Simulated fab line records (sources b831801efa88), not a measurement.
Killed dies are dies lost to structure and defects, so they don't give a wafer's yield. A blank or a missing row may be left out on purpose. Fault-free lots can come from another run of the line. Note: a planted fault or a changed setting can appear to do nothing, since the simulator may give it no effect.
fab line records -- flow sky130
record lots=6, wafers=18, last_day=50
route steps=708 shown VIA1@460 PAD_OPEN@708
lots with no fault: from the same line, run without faults
start_h: start of the lot's first displayed wafer, in hours after the record's first day -- wait_h: hours since the lot's step before -- " the same as in the row above -- L1.1+2: one row covering several wafers at once -- - either no value or no given start -- * or withheld: withheld -- < > ~ a bound
route shown NAME@n: a module of which the file shows steps, and the number in the route of the first -- usual: mean and standard deviation over wafers with no fault -- same: alike in all rows -- chamber/n: place in a boat -- sites: the reading at each site -- _std_site: standard deviation of those values -- _edge_site: the outer-site mean with the inner-site mean subtracted -- radius_mm: how far each site lies from the wafer's centre -- mask NAME#n: copy n -- behind: tool/chamber where the wafer was last shaped -- hold: what put the lot on hold/how long, in hours/how the hold closed -- device: the n, p or np transistor that did not switch -- end of line: the same wafers' tests at the end of the route -- a step without rows: its recipe alone -- killed: dies lost to structure and defects at the first sort, not the wafer's yield -- map: shows each die of a wafer: x if killed, . if not, _ if none is there
set.NAME: the setting that was run; set.NAME@STEP: the one run at that earlier step -- model.NAME: the simulator's own value behind a step, which no gauge read
lots at selected steps of the route; one table per step, one row per wafer
services: the hour from which a tool's chamber was out of use, counted from the record's first day as start_h (under 0 if before that day), plus the number of hours and why
## steps
# step SKY_VIA1_CMP_02
# recipe material=SiO2, down_force_psi=4, platen_rpm=60, pad_velocity_m_s=0.94248
# usual motor_current_A=11.9/0.5
lot.wafer,tool,chamber,start_h,wait_h,motor_current_A
L954.4,cmp-02,3,818.28,0.1,11.4
L954.6,cmp-02,2,818.28,0.1,11.7
L954.5,cmp-02,3,818.28,0.1,12.2
L958.3,cmp-01,2,843.42,0.1,11.2
L958.4,cmp-01,3,843.42,0.1,12.1
L958.5,cmp-01,0,843.42,0.1,12.4
L965.4,cmp-02,1,896.98,0.0,10.8
L965.2,cmp-02,3,896.98,0.0,11.6
L965.3,cmp-02,0,896.98,0.0,11.5
L967.2,cmp-01,1,910.00,0.0,12.3
L967.6,cmp-01,1,910.00,0.0,12.2
L967.5,cmp-01,2,910.00,0.0,11.5
L968.1,cmp-02,0,914.83,0.1,11.9
L968.3,cmp-02,1,914.83,0.1,11.5
L968.6,cmp-02,2,914.83,0.1,11.3
L969.1,cmp-02,3,920.33,0.1,12.3
L969.3,cmp-02,2,920.33,0.1,12.0
L969.5,cmp-02,3,920.33,0.1,12.5
# step SKY_VIA1_BOW_MEAS_03
# recipe mode=bow
# usual VIA1_BOW=81/7.3
lot.wafer,tool,chamber,start_h,wait_h,VIA1_BOW[um]
L954.4,film_metro-02,-,818.59,0.3,80
L954.5,film_metro-02,-,818.59,0.3,79
L954.6,film_metro-02,-,818.59,0.3,79
L958.3,film_metro-03,-,843.66,0.2,76
L958.4,film_metro-03,-,843.66,0.2,78
L958.5,film_metro-03,-,843.66,0.2,76
L965.2,film_metro-02,-,897.30,0.2,93
L965.3,film_metro-02,-,897.30,0.2,89
L965.4,film_metro-02,-,897.30,0.2,79
L967.2,film_metro-04,-,910.32,0.3,70
L967.5,film_metro-04,-,910.32,0.3,69
L967.6,film_metro-04,-,910.32,0.3,74
L968.1,film_metro-03,-,915.03,0.1,91
L968.3,film_metro-03,-,915.03,0.1,76
L968.6,film_metro-03,-,915.03,0.1,78
L969.1,film_metro-04,-,920.63,0.2,74
L969.3,film_metro-04,-,920.63,0.2,92
L969.5,film_metro-04,-,920.63,0.2,94
# step SKY_VIA1_DEHYDRATE_04
# recipe temp_c=200, time_s=60
# step SKY_VIA1_HMDS_05
# recipe prime_time_s=60, prime_temp_c=120
# step SKY_VIA1_COAT_06
# recipe resist=BARC, temp_c=withheld, time_s=withheld, spin_rpm=3000, resist_thk_nm=60
# step SKY_VIA1_COAT_07
# recipe resist=KrF-thick, spin_rpm=3000, resist_thk_nm=450
# step SKY_VIA1_SOFTBAKE_08
# recipe temp_c=100, time_s=90, resist=KrF-thick
# step SKY_VIA1_EXPOSE_09
# recipe mask_id=VIM, na=0.8, source_shape=annular, sigma_inner=0.55, sigma_outer=0.85, target_cd_nm=150, dose_mj=38
# step SKY_VIA1_PEB_10
# recipe peb_temp_c=withheld, peb_time_s=withheld, resist=KrF-thick
# step SKY_VIA1_DEVELOP_11
# recipe develop_time_s=60, resist=KrF-thick, dev_temp_c=21
# step SKY_VIA1_CD_MEAS_12
# recipe target_cd_nm=150
# usual cd_nm=149.8/1.3
lot.wafer,tool,chamber,start_h,wait_h,cd_nm
L954.4,cd_sem-02,-,845.35,-,148.7
L954.5,cd_sem-02,-,845.35,-,151.8
L954.6,cd_sem-02,-,845.35,-,148.4
L958.3,cd_sem-01,-,869.98,-,148.7
L958.4,cd_sem-01,-,869.98,-,149.4
L958.5,cd_sem-01,-,869.98,-,149.7
L965.2,cd_sem-01,-,922.31,-,149.3
L965.3,cd_sem-01,-,922.31,-,149.1
L965.4,cd_sem-01,-,922.31,-,150.2
L967.2,cd_sem-02,-,934.04,-,150.0
L967.5,cd_sem-02,-,934.04,-,151.9
L967.6,cd_sem-02,-,934.04,-,150.9
L968.1,cd_sem-01,-,939.79,-,147.4
L968.3,cd_sem-01,-,939.79,-,148.8
L968.6,cd_sem-01,-,939.79,-,145.8
L969.1,cd_sem-02,-,945.14,-,150.7
L969.3,cd_sem-02,-,945.14,-,150.0
L969.5,cd_sem-02,-,945.14,-,151.4
# step SKY_VIA1_OVL_MEAS_13
# usual VIA1_OVL=0/5.8
lot.wafer,tool,chamber,start_h,wait_h,VIA1_OVL[nm]
L954.4,overlay-01,-,845.43,0.1,3
L954.5,overlay-01,-,845.43,0.1,2
L954.6,overlay-01,-,845.43,0.1,1
L958.3,overlay-02,-,870.07,0.1,-7
L958.4,overlay-02,-,870.07,0.1,3
L958.5,overlay-02,-,870.07,0.1,-7
L965.2,overlay-01,-,922.41,0.1,2
L965.3,overlay-01,-,922.41,0.1,7
L965.4,overlay-01,-,922.41,0.1,7
L967.2,overlay-01,-,934.15,0.1,5
L967.5,overlay-01,-,934.15,0.1,7
L967.6,overlay-01,-,934.15,0.1,9
L968.1,overlay-01,-,939.91,0.1,-2
L968.3,overlay-01,-,939.91,0.1,-7
L968.6,overlay-01,-,939.91,0.1,1
L969.1,overlay-02,-,945.26,0.1,-6
L969.3,overlay-02,-,945.26,0.1,2
L969.5,overlay-02,-,945.26,0.1,1
# step SKY_VIA1_ETCH_14
# recipe chemistry=N2/H2, target=BARC, ion_energy_ev=200, source_w=500, bias_w=100, pressure_mtorr=30, n2_flow_sccm=100, h2_flow_sccm=200, stop_on=SiO2, time_s=45.9, target_depth_a=600
# usual bias_w=100.03/0.28, drypump_motor_current_A=5.8/0.35, oes_product_au=0.855/0.0048, throttle_valve_pct=13.224/0.0091
lot.wafer,tool,chamber,start_h,wait_h,bias_w,drypump_motor_current_A,oes_product_au,rf_hours_counter_h,throttle_valve_pct
L954.4,rie_diel-02,0,845.44,0.0,100.07,5.9,0.854,20,13.234
L954.5,rie_diel-02,3,845.44,0.0,100.47,6.1,0.859,-,13.225
L954.6,rie_diel-02,2,845.44,0.0,99.55,5.8,0.864,-,13.224
L958.3,rie_diel-01,1,870.09,0.0,100.17,5.3,0.856,13,13.204
L958.4,rie_diel-01,0,870.09,0.0,99.74,6.3,0.857,-,13.215
L958.5,rie_diel-01,1,870.09,0.0,99.99,5.3,0.853,-,13.239
L965.2,rie_diel-02,3,922.44,0.0,102.91,6.1,0.858,5,13.222
L965.3,rie_diel-02,2,922.44,0.0,102.64,5.9,0.855,9,13.215
L965.4,rie_diel-02,1,922.44,0.0,102.84,5.1,0.858,16,13.221
L967.2,rie_diel-02,0,934.18,0.0,102.69,5.9,0.853,1,13.239
L967.5,rie_diel-02,0,934.18,0.0,102.26,5.9,0.856,-,13.226
L967.6,rie_diel-02,3,934.18,0.0,101.97,6.1,0.854,-,13.234
L968.1,rie_diel-04,2,939.94,0.0,99.80,6.1,0.857,13,13.228
L968.3,rie_diel-04,1,939.94,0.0,100.20,5.8,0.851,15,13.228
L968.6,rie_diel-04,1,939.94,0.0,99.92,5.8,0.850,-,13.219
L969.1,rie_diel-01,0,945.29,0.0,100.01,6.3,0.861,26,13.243
L969.3,rie_diel-01,3,945.29,0.0,99.41,5.8,0.843,21,13.230
L969.5,rie_diel-01,3,945.29,0.0,100.27,5.8,0.862,-,13.217
# step SKY_VIA1_ETCH_15
# recipe target=SiO2, chemistry=C4F8/O2/Ar, target_depth_nm=351, stop_on=TiN, mask_material=KrF-thick, source_w=1500, bias_w=1200, pressure_mtorr=40, c4f8_flow_sccm=withheld, O2_flow_sccm=6, Ar_flow_sccm=300, time_s=54
# usual bias_w=1200/3.6, oes_product_au=0.984/0.0072
lot.wafer,tool,chamber,start_h,wait_h,bias_w,oes_product_au,rf_hours_counter_h
L954.4,rie_diel-02,0,845.49,0.0,1201,0.979,20
L954.5,rie_diel-02,3,845.49,0.0,1198,0.983,-
L954.6,rie_diel-02,2,845.49,0.0,1206,0.974,-
L958.3,rie_diel-01,1,870.14,0.0,1195,0.993,13
L958.4,rie_diel-01,0,870.14,0.0,1201,0.997,-
L958.5,rie_diel-01,1,870.14,0.0,1194,0.981,-
L965.2,rie_diel-02,3,922.49,0.0,1194,0.991,5
L965.3,rie_diel-02,2,922.49,0.0,1199,0.971,9
L965.4,rie_diel-02,1,922.49,0.0,1199,0.984,16
L967.2,rie_diel-02,0,934.22,0.0,1198,0.992,1
L967.5,rie_diel-02,0,934.22,0.0,1203,0.992,-
L967.6,rie_diel-02,3,934.22,0.0,1199,0.991,-
L968.1,rie_diel-04,2,939.99,0.0,1202,0.982,13
L968.3,rie_diel-04,1,939.99,0.0,1203,0.973,15
L968.6,rie_diel-04,1,939.99,0.0,1204,0.975,-
L969.1,rie_diel-01,0,945.34,0.0,1204,1.000,26
L969.3,rie_diel-01,3,945.34,0.0,1198,0.993,21
L969.5,rie_diel-01,3,945.34,0.0,1197,0.992,-
# step SKY_PAD_OPEN_PROBE_99
# usual defect_limited_yield=82.6/1.8, killed_at_M0_to_M3=43/6.6, killed_at_M4_up=3.4/1.8, killed_at_contacts=24/4.9, killed_at_front_end=15/4.1, killed_at_other=0.3/0.55, killed_dies=85/8.8, killed_open=46/6.1, killed_short=39/5.7, sort_bin_3_pad_short=0.9/0.41, sort_bin_5_function=10.1/1.5, sort_bin_6_memory=6.4/1, sort_n_pass=407/8.8, sort_yield_pct=82.6/1.8
# same gross_dies=492, killed_at_back_side=0, sort_bin_4_leakage[%]=0, sort_bin_8_speed[%]=0
lot.wafer,tool,chamber,start_h,wait_h,defect_limited_yield[%],killed_at_M0_to_M3,killed_at_M4_up,killed_at_contacts,killed_at_front_end,killed_at_other,killed_dies,killed_open,killed_short,sort_bin_3_pad_short[%],sort_bin_5_function[%],sort_bin_6_memory[%],sort_n_pass,sort_yield_pct[%]
L954.4,prober-02,-,1120.13,0.2,82.9,40,3,24,17,0,84,44,37,0.8,8.9,7.3,408,82.9
L954.5,prober-02,-,1120.18,0.2,81.9,36,7,30,16,0,89,47,41,0.2,10.8,7.1,403,81.9
L954.6,prober-02,-,1120.23,0.2,82.1,46,6,18,18,0,88,46,42,1.2,9.3,7.3,404,82.1
L958.3,prober-02,-,1139.37,0.2,82.5,40,4,28,13,1,86,48,38,1.6,8.9,6.9,406,82.5
L958.4,prober-02,-,1139.42,0.2,81.5,46,4,23,18,0,91,50,41,0.4,10.4,7.7,401,81.5
L958.5,prober-02,-,1139.47,0.2,79.9,49,3,35,12,0,99,52,47,0.8,11.8,7.5,393,79.9
L965.2,prober-01,-,1174.45,0.1,84.6,39,1,20,16,0,76,38,38,0.4,9.1,5.9,416,84.6
L965.3,prober-01,-,1174.50,0.2,82.7,37,5,22,20,1,85,51,34,0.8,11.6,4.9,407,82.7
L965.4,prober-01,-,1174.55,0.2,80.7,47,4,27,17,0,95,51,42,2.2,9.8,7.3,397,80.7
L967.2,prober-01,-,1183.56,0.1,79.9,56,5,19,19,0,99,48,50,2.0,12.0,6.1,393,79.9
L967.5,prober-01,-,1183.71,0.2,82.3,47,1,26,13,0,87,51,36,0.6,11.2,5.9,405,82.3
L967.6,prober-01,-,1183.76,0.2,81.1,52,6,23,12,0,93,46,47,0.4,11.6,6.9,399,81.1
L968.1,prober-02,-,1185.01,0.1,83.9,33,5,21,20,0,79,42,37,0.6,8.3,7.1,413,83.9
L968.3,prober-02,-,1185.11,0.2,84.1,35,3,26,14,0,78,39,39,0.6,9.8,5.5,414,84.1
L968.6,prober-02,-,1185.26,0.2,83.9,43,2,23,10,1,79,46,33,0.8,10.2,5.1,413,83.9
L969.1,prober-01,-,1188.28,0.1,83.1,48,3,18,13,1,83,43,40,1.0,11.4,4.5,409,83.1
L969.3,prober-01,-,1188.38,0.2,82.5,49,3,12,20,2,86,47,39,0.6,8.9,7.9,406,82.5
L969.5,prober-01,-,1188.48,0.2,83.5,44,4,15,17,1,81,44,37,1.0,9.3,6.1,411,83.5
# killed by level:class
L954.4 VIA1:geometric_particle:open=9 LI_CONTACT:geometric_particle:open=8 POLY_GATE:geometric_particle:open=7 FIELD_ISO:geometric_particle:short=5 VIA3:geometric_particle:short=5 CONTACT:geometric_particle:short=5 CONTACT:geometric_particle:open=5 VIA1:geometric_particle:short=4
L954.5 CONTACT:geometric_particle:open=17 VIA3:geometric_particle:open=7 METAL1:geometric_particle:short=6 LI_CONTACT:geometric_particle:open=6 FIELD_ISO:geometric_particle:short=5 POLY_GATE:geometric_particle:short=5 VIA1:geometric_particle:short=5 VIA2:geometric_particle:open=5
L954.6 VIA1:geometric_particle:open=17 CONTACT:geometric_particle:open=8 SPACER:geometric_particle:open=5 CONTACT:geometric_particle:short=5 METAL2:geometric_particle:short=5 FIELD_ISO:geometric_particle:short=4 POLY_GATE:geometric_particle:short=4 METAL1:geometric_particle:short=4
L958.3 LI_CONTACT:geometric_particle:open=13 CONTACT:geometric_particle:open=7 VIA2:geometric_particle:open=7 VIA1:geometric_particle:short=7 VIA3:geometric_particle:open=6 LI_CONTACT:geometric_particle:short=5 POLY_GATE:geometric_particle:open=4 VIA1:geometric_particle:open=4
L958.4 LI_CONTACT:geometric_particle:open=11 VIA1:geometric_particle:open=11 VIA2:geometric_particle:open=7 VIA2:geometric_particle:short=6 FIELD_ISO:geometric_particle:short=5 FIELD_ISO:geometric_particle:open=5 CONTACT:geometric_particle:short=5 METAL2:geometric_particle:short=5
L958.5 CONTACT:geometric_particle:open=11 VIA1:geometric_particle:short=8 VIA2:geometric_particle:open=8 VIA3:geometric_particle:open=7 LI_CONTACT:geometric_particle:short=7 VIA1:geometric_particle:open=6 LI_CONTACT:geometric_particle:open=6 CONTACT:geometric_particle:short=5
L965.2 CONTACT:geometric_particle:open=11 VIA1:geometric_particle:open=8 FIELD_ISO:geometric_particle:short=7 VIA2:geometric_particle:open=5 METAL1:geometric_particle:short=5 VIA3:geometric_particle:open=4 METAL2:geometric_particle:short=4 VIA2:geometric_particle:short=4
L965.3 VIA1:geometric_particle:open=10 CONTACT:geometric_particle:open=9 FIELD_ISO:geometric_particle:short=7 VIA2:geometric_particle:open=7 LI_CONTACT:geometric_particle:open=6 CONTACT:geometric_particle:short=5 VIA3:geometric_particle:open=5 FIELD_ISO:geometric_particle:open=4
L965.4 VIA2:geometric_particle:open=11 VIA1:geometric_particle:open=10 CONTACT:geometric_particle:open=10 LOCAL_INTERCONNECT:geometric_particle:short=6 CONTACT:geometric_particle:short=6 METAL3:geometric_particle:short=6 LI_CONTACT:geometric_particle:open=5 FIELD_ISO:geometric_particle:open=4
L967.2 VIA1:geometric_particle:open=12 METAL1:geometric_particle:short=9 CONTACT:geometric_particle:open=8 VIA1:geometric_particle:short=8 VIA3:geometric_particle:open=7 POLY_GATE:geometric_particle:short=6 METAL2:geometric_particle:short=6 SPACER:geometric_particle:open=4
L967.5 VIA1:geometric_particle:open=10 VIA3:geometric_particle:open=9 CONTACT:geometric_particle:open=9 VIA2:geometric_particle:open=9 LI_CONTACT:geometric_particle:open=6 CONTACT:geometric_particle:short=6 FIELD_ISO:geometric_particle:short=3 POLY_GATE:geometric_particle:short=3
L967.6 VIA1:geometric_particle:open=11 VIA2:geometric_particle:open=9 METAL1:geometric_particle:short=8 CONTACT:geometric_particle:open=7 CONTACT:geometric_particle:short=7 METAL2:geometric_particle:short=6 VIA3:geometric_particle:open=6 VIA2:geometric_particle:short=5
L968.1 VIA1:geometric_particle:open=11 LI_CONTACT:geometric_particle:open=6 POLY_GATE:geometric_particle:short=5 POLY_GATE:geometric_particle:open=5 LOCAL_INTERCONNECT:geometric_particle:short=5 CONTACT:geometric_particle:open=5 FIELD_ISO:geometric_particle:open=4 CONTACT:geometric_particle:short=4
L968.3 LI_CONTACT:geometric_particle:open=8 VIA1:geometric_particle:open=8 FIELD_ISO:geometric_particle:short=6 CONTACT:geometric_particle:open=5 VIA1:geometric_particle:short=5 LI_CONTACT:geometric_particle:short=4 LOCAL_INTERCONNECT:geometric_particle:short=4 CONTACT:geometric_particle:short=4
L968.6 VIA1:geometric_particle:open=11 CONTACT:geometric_particle:open=10 METAL2:geometric_particle:short=7 FIELD_ISO:geometric_particle:open=6 LI_CONTACT:geometric_particle:open=6 VIA2:geometric_particle:open=5 VIA1:geometric_particle:short=4 LOCAL_INTERCONNECT:geometric_particle:short=4
L969.1 VIA1:geometric_particle:open=11 METAL2:geometric_particle:short=8 POLY_GATE:geometric_particle:open=7 VIA1:geometric_particle:short=6 CONTACT:geometric_particle:open=6 CONTACT:geometric_particle:short=5 VIA2:geometric_particle:open=5 VIA3:geometric_particle:open=5
L969.3 VIA3:geometric_particle:open=11 METAL2:geometric_particle:short=10 VIA2:geometric_particle:open=9 VIA1:geometric_particle:open=7 FIELD_ISO:geometric_particle:open=5 FIELD_ISO:geometric_particle:short=5 CONTACT:geometric_particle:open=5 METAL3:geometric_particle:short=4
L969.5 VIA1:geometric_particle:open=11 VIA2:geometric_particle:open=8 FIELD_ISO:geometric_particle:open=5 FIELD_ISO:geometric_particle:short=5 LI_CONTACT:geometric_particle:open=5 METAL1:geometric_particle:short=5 CONTACT:geometric_particle:short=5 VIA2:geometric_particle:short=5
## services
tool,chamber,start_h,hours,kind
rie_diel-02,3,808.87,12.1,repair
cmp-02,-,811.79,1.1,repair
rie_diel-04,1,830.60,16.3,repair
cmp-02,-,847.62,1.6,repair
cmp-01,-,859.46,7.1,pm
cmp-01,-,875.06,2.2,repair
rie_diel-02,-,877.44,2.8,pm
rie_diel-02,0,882.00,2.7,repair
rie_diel-02,0,884.71,-,clean
rie_diel-02,0,884.71,28.9,scheduled_down
rie_diel-02,0,884.71,28.9,vent_cycle
cmp-01,-,887.08,1.1,repair
rie_diel-01,1,889.10,5.4,repair
cmp-01,-,911.38,8.2,repair
cmp-01,-,919.58,4.0,pm
cmp-01,-,923.58,-,consumable_replace:conditioner
cmp-01,-,923.58,-,consumable_replace:pad
rie_diel-04,-,937.69,0.7,repair
## key
first_sign step=SKY_VIA1_ETCH_14, reading=bias_w, direction=up, sigmas=8.9, usual=100.03, struck=102.55
effect none on later readings
met_at SKY_VIA1_ETCH_14
struck_wafers L965.2,L965.3,L965.4,L967.2,L967.5,L967.6
onset_between 845.44 922.44
fault kind=process_parameter_drift, tool=rie_diel-02, chamber=-, onset_h=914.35, steps=SKY_VIA1_ETCH_14, channel=bias_w, offset=2.5649, shape=step, end_h=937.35, acts_in=these_recipes_only, stated=100
